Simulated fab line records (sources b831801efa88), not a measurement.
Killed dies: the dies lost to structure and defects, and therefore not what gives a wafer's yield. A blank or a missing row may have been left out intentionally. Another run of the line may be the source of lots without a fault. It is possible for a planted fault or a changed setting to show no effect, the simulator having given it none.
A lot that was struck, set against a sound lot -- flow sky130 -- 16 out of 708 route steps
Sound: these wafers, L763.1, L763.2, L763.3. Wafers struck: L764.2, L764.4, L764.5. Last of all comes the cause.
Each step with rows lists, per side, the tool, then ch with its chambers, then its first start. Under that, the readings that differ: sound wafers -- struck wafers -- difference of the means -- sigmas: that difference in standard deviations of wafers without a fault.
alike: readings with means less than 2 such deviations apart, plus words and numbers identical on both sides. not compared: withheld readings, readings lacking a value on some wafer, bounds such as >300 that could conceal the same value, and numbers that have no deviation in the record and whose values overlap.
A row with sigmas, a row that says differs or no value, or rows on one side alone: a step with any of these is where the two part. When numbers do not overlap yet have no deviation, they are printed without sigmas and do not part them. A reading that every wafer of one side lacks parts them only if that side has two wafers or more.

first, 1 step without rows for these wafers: SKY_VIA4_HDPCVD_00 (deposits SiO2, target thk 1750 nm, time 291.7 s).
SKY_VIA4_THK_MEAS_01:
  sound on film metro-02, day 45 18:01; struck on film metro-02, day 46 11:08
  alike: VIA4_HDPCVD_THK
SKY_VIA4_CMP_02: polishes SiO2.
  sound on cmp-02 ch 1,2,3, day 45 18:05; struck on cmp-02 ch 1,2,3, day 46 11:11
  alike: motor current A
SKY_VIA4_BOW_MEAS_03:
  sound on film metro-01, day 45 18:23; struck on film metro-02, day 46 11:31
  alike: VIA4_BOW
then, 7 steps without rows for these wafers: SKY_VIA4_DEHYDRATE_04 (time 60 s); SKY_VIA4_HMDS_05 (prime time 60 s); SKY_VIA4_COAT_06 (resist thk 1140 nm); SKY_VIA4_SOFTBAKE_07 (time 60 s); SKY_VIA4_EXPOSE_08 (exposes mask VIM4, target cd 800 nm); SKY_VIA4_PEB_09; SKY_VIA4_DEVELOP_10 (develop time 60 s).
SKY_VIA4_OVL_MEAS_11:
  sound on overlay-02, day 46 16:24; struck on overlay-01, day 47 08:22
  alike: VIA4_OVL
SKY_VIA4_ETCH_12: etches SiO2 in C4F8/O2/Ar, stops on TiN, target depth 580 nm.
  sound on rie diel-01 ch 0,2, day 46 16:26; struck on rie diel-02 ch 0,1,2, day 47 08:23
  no value came back on the struck wafers for bias w (W), chamber pressure mTorr (mTorr), oes product au (a.u.); on the sound wafers bias w (W) reads 1202 1199 1200
reading,sound,struck,difference,sigmas
model.NOVOLAK_of_VIA4_COAT_06.thk nm (nm),1007 1006 1004,1142 1143 1141,+136,
SKY_VIA4_STRIP_13: strips in O2/N2.
  sound on plasma asher-02 ch 0,1, day 46 16:32; struck on plasma asher-01 ch 0,1, day 47 08:28
reading,sound,struck,difference,sigmas
strip time to endpoint s (s),12.829 12.816 12.793,14.206 14.205 14.191,+1.388,+50
  alike: drypump motor current A, oes product au
  not compared: rf hours counter h
then, 1 step without rows for these wafers: SKY_VIA4_STRIP_14 (strips in post etch residue remover, time 1200 s).
-- the record jumps here: 3 days lie between the struck wafers' starts before and after (it left off in module VIA4 and takes up again in module PAD_OPEN, whose first step shown is number 708 of the route) --
SKY_PAD_OPEN_PROBE_99:
  sound on prober-01, day 49 09:13; struck on prober-01, day 49 22:28
reading,sound,struck,difference,sigmas
defect limited yield (%),77.4 81.1 83.1,0 0 0,-81,-37
killed_at_M4_up,1 3 2,414 395 399,+401,+99 or more
killed dies,111 93 83,492 492 492,+396,+36
killed on rim,21 20 13,96 96 96,+78,+22
sort_bin_5_function (%),13.4 11.6 10.4,92.9 92.3 90.4,+80.1,+50
sort n pass,381 399 409,0 0 0,-396,-36
sort yield pct (%),77.4 81.1 83.1,0 0 0,-81,-37
  alike: killed_at_M0_to_M3, killed at contacts, killed at front end, killed at other, killed open, killed short, sort_bin_3_pad_short, sort_bin_6_memory

== WHERE THEY PART ==
First at SKY_VIA4_ETCH_12; last, within this record, at SKY_PAD_OPEN_PROBE_99.

WHY: what had been put in by the simulator
At SKY_VIA4_ETCH_12, the step was skipped entirely on rie diel-02 from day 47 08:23 on. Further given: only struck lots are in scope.
